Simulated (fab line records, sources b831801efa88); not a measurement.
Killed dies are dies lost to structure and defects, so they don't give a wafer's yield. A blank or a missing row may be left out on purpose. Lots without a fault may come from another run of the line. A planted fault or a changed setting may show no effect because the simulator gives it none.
Problem report in the 8D (eight disciplines) form, filled by code | flow sfq_line | the parts of the form that need people (team, actions taken, sign-off) are left out

1. THE PROBLEM
run_length_s at SFQ_TRILAYER_M5_ETCH_METAL_ETCH_126 reads a mean of 191.16 s on 4 wafers of 3 lots; wafers without a fault read 231.25 s with a standard deviation of 0.25. That is -99 or more standard deviations from the usual mean.
The step: etches Nb in Cl2/BCl3, stops on SiO2, time 203.2 s, target depth 265 nm.
First seen on wafer L898.3, day 67 16:49, on rie_metal-04. The record holds 44 wafers of 15 lots with a number at this step. Rule for "out", or "out of limits": more than 4 standard deviations from the usual mean. The other wafers with a number count as sound.

2. WHAT IT IS AND WHAT IT IS NOT
question                    | is                             | is not
which readings at this step | run_length_s, oes_product_au   | drypump_motor_current_A
which lots                  | L898, L899, L900               | L887, L888, L889, L891, L892, L894, L895, L896, L897, L907, L908, L909
which wafers of those lots  | L898.3, L899.3, L899.6, L900.3 | L898.1, L898.4, L900.1, L900.5
read on which tools         | rie_metal-04                   | rie_metal-01, rie_metal-03
when                        | from day 67 16:49              | up to then (29 sound wafers); but 11 sound wafers of L900, L907, L908, L909 came after

3. SUSPECTS, AND WHAT RULES EACH OUT
Counting: a tool at a process step up to the reading stays a suspect if it ran every lot that is out. Sound lots after the first of them don't rule it out here, since some wafers of a struck lot are sound.
- rie_metal-04 at SFQ_TRILAYER_M5_ETCH_METAL_ETCH_126 (etches Nb in Cl2/BCl3, stops on SiO2, time 203.2 s, target depth 265 nm): kept. It ran every lot that is out, first L898 (day 67 16:49); its last sound lot up to then is L897 (day 67 11:53). Its own readings are out on those wafers: oes_product_au, run_length_s.
Left after counting: rie_metal-04 at SFQ_TRILAYER_M5_ETCH_METAL_ETCH_126.

4. THE CAUSE (what the simulator had put in)
Process parameter drift: rie_metal-04, from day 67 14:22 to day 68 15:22, at SFQ_TRILAYER_M5_ETCH_METAL_ETCH_126. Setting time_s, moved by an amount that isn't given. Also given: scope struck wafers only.
Counting left only this tool.

5. THE CHAIN OF EFFECTS, in route order
Each row: a reading whose mean over the struck wafers that have a number lies more than 3 standard deviations from the usual. Only readings for which the record gives a usual standard deviation are gone through. hours: the time from each lot's start at the first step in this table that gives one to its start at this step, as a median over the lots. sigmas: the change in usual standard deviations.
hours | step                                | reading        | usual      | on struck wafers | change | sigmas
0     | SFQ_TRILAYER_M5_ETCH_METAL_ETCH_126 | oes_product_au | 0.729 a.u. | 0.911            | +0.182 | +31
0     | SFQ_TRILAYER_M5_ETCH_METAL_ETCH_126 | run_length_s   | 231.25 s   | 191.16           | -40.09 | -99 or more
The process steps in it:
- SFQ_TRILAYER_M5_ETCH_METAL_ETCH_126: etches Nb in Cl2/BCl3, stops on SiO2, time 203.2 s, target depth 265 nm.

6. WHAT WOULD HAVE CAUGHT IT SOONER
In this record the first reading out of limits was taken at day 67 16:49, 2 hours after the fault began at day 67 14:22.
